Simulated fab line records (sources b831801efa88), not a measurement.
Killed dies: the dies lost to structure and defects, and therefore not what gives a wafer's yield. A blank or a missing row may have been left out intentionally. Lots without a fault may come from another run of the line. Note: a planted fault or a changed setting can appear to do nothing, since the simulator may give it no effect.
8D (eight disciplines) problem report, filled in by code    flow gf180mcu    the parts of the form that need people (team, actions taken, sign-off) are left out

## 1. PROBLEM STATEMENT
Wafers with no fault read 0.4000 Pa with a standard deviation of 0.00079, whereas chamber-pressure-pa at GF_M4_SPUTTER_02 reads a mean of 0.4294 Pa on 1 wafer of 1 lot. Measured from the usual mean, that is +37 standard deviations.
The step: material AlCu, target thk 450 nm, time 23.9 s.
The first sign was on wafer L317.4 at day 25 16:38, on pvd-sputter-03. The record has a number at this step for 39 wafers belonging to 13 lots. The rule behind "out" and "out of limits": a value lying over 4 standard deviations away from the usual mean. The other wafers with a number count as sound.

## 2. WHAT IT IS; WHAT IT IS NOT
question                     is                   is not
which readings at this step  chamber-pressure-pa  -
which lots                   L317                 L309, L312, L313, L314, L315, L323, L324, L325, L326, L329, L330, L331
which wafers of those lots   L317.4               L317.3, L317.6
read on which tools          pvd-sputter-03       pvd-sputter-02, pvd-sputter-04
when                         from day 25 16:38    up to then (17 sound wafers); but 21 sound wafers of L323, L324, L325, L326, L329, L330, L331 came after

## 3. WHAT RULES OUT EACH SUSPECT
Counting: a tool at a process step up to the reading stays a suspect if it ran every lot that is out. Sound lots after the first of them don't rule it out here, since some wafers of a struck lot are sound.
- pvd-sputter-01 at GF_V3_SPUTTER_22 (material TiN, target thk 10 nm, time 40 s): kept. L317, the lot that is out, went through it at day 25 15:52; up to then, the latest sound lot through it was L313 at day 24 07:16.
- pvd-sputter-03 at GF_M4_SPUTTER_02 (material AlCu, target thk 450 nm, time 23.9 s): kept. L317, the lot that is out, went through it at day 25 16:38; up to then, the latest sound lot through it was L315 at day 24 21:04. Its own readings are out on those wafers: chamber-pressure-pa.
After counting, pvd-sputter-01 at GF_V3_SPUTTER_22 and pvd-sputter-03 at GF_M4_SPUTTER_02 remain.

## 4. THE CAUSE (what the simulator had put in)
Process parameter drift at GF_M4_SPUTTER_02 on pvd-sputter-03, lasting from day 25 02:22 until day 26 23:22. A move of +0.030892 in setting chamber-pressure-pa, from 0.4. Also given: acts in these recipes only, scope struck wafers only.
2 suspects survive the count, and this tool is in that group.

## 5. THE EFFECT CHAIN, in route order
Each row: a reading where the mean over the struck wafers with a number is more than 3 standard deviations away from the usual. Only readings whose record carries a usual standard deviation are examined. hours: median over the lots of the time between each lot's start at the first step of this table that gives one and its start at this step. sigmas: the change, counted in usual standard deviations.
hours  step              reading              usual      on struck wafers  change   sigmas
0      GF_M4_SPUTTER_02  chamber-pressure-pa  0.4000 Pa  0.4294            +0.0294  +37
Process steps it contains:
- GF_M4_SPUTTER_02: material AlCu, target thk 450 nm, time 23.9 s.

## 6. WHAT WOULD HAVE CAUGHT IT SOONER
14 hours passed between the start of the fault at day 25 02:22 and the first reading out of limits in this record, taken at day 25 16:38.
